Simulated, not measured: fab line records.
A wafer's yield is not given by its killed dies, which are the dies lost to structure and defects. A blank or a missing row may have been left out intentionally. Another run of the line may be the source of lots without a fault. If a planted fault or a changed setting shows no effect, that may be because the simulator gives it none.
8D (eight disciplines) problem report, filled in by code -- flow sky130 -- the parts of the form that need people (team, actions taken, sign-off) are left out

1. THE ISSUE
Wafers without a fault read 43, standard deviation 6.4; killed_at_M0_to_M3 at SKY_PAD_OPEN_PROBE_99 reads a mean of 78 on 2 wafers belonging to 2 lots. That is +5.5 standard deviations from the usual mean.
First observed at day 49 11:53: wafer L133.2, on prober-02. At this step, 36 wafers from 12 lots have a number in the record. Rule for "out", or "out of limits": more than 4 standard deviations from the usual mean. Any other wafer with a number is counted as sound.

2. WHAT IT IS AND WHAT IT IS NOT
question,is,is not
which readings at this step,killed_at_M0_to_M3,"killed_at_M4_up, killed at contacts, killed at front end, killed at other, killed open, killed short, sort_bin_3_pad_short, sort_bin_6_memory"
which lots,"L133, L134","L119, L120, L121, L122, L124, L125, L135, L136, L139, L142"
which wafers of those lots,"L133.2, L134.6","L133.1, L133.5, L134.4, L134.5"
read on which tools,"prober-01, prober-02",-
when,from day 49 11:53,"up to then (19 sound wafers); but 15 sound wafers of L133, L134, L135, L136, L139, L142 came after"

3. THE SUSPECTS, EACH WITH WHAT RULES IT OUT
Counting: any tool at a process step up to the reading remains a suspect provided it ran every lot that is out. Sound lots after the first of them don't rule it out here, since some wafers of a struck lot are sound.
- pvd sputter-01 at SKY_METAL1_SPUTTER_01 (material TiN, target thk 20 nm, time 16.7 s): kept. It processed each lot that is out (first: L133, day 36 07:43); up to then, its last sound lot is L125 (day 33 18:19).
Left after counting: pvd sputter-01 at SKY_METAL1_SPUTTER_01.

4. THE CAUSE (what the simulator had put in)
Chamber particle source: pvd sputter-01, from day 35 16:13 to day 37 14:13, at SKY_METAL1_SPUTTER_01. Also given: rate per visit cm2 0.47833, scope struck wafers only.
This tool alone remained once counting was done.

5. SEQUENCE OF EFFECTS, ordered by route
Each row: a reading where the mean over the struck wafers with a number is more than 3 standard deviations away from the usual. Scope: only readings with a usual standard deviation given in the record; hours: median across lots of the time from each lot's start at the first step in this table that gives one to its start at this step; sigmas: change in usual standard deviations.
hours,step,reading,usual,on struck wafers,change,sigmas
0,SKY_PAD_OPEN_PROBE_99,defect limited yield,82.8 %,76.1,-6.7,-3.3
0,SKY_PAD_OPEN_PROBE_99,killed_at_M0_to_M3,43,78,+35,+5.5
0,SKY_PAD_OPEN_PROBE_99,killed dies,85,118,+32,+3.4
0,SKY_PAD_OPEN_PROBE_99,sort n pass,407,374,-32,-3.4
0,SKY_PAD_OPEN_PROBE_99,sort yield pct,82.8 %,76.1,-6.7,-3.3
The process steps in it:
- SKY_PAD_OPEN_PROBE_99

6. WHAT WOULD HAVE CAUGHT IT SOONER
In this record no reading fell out of limits until day 49 11:53, 332 hours after the fault had begun at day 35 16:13.
No tool reading at SKY_METAL1_SPUTTER_01 that has a usual standard deviation in the record was out on any struck wafer, so an alarm limit of 4 standard deviations on those readings would not have fired.
By day 49 11:53, every lot that is out (2) had started SKY_METAL1_SPUTTER_01 on pvd sputter-01. Holding the tool at that point would not have protected any of them.
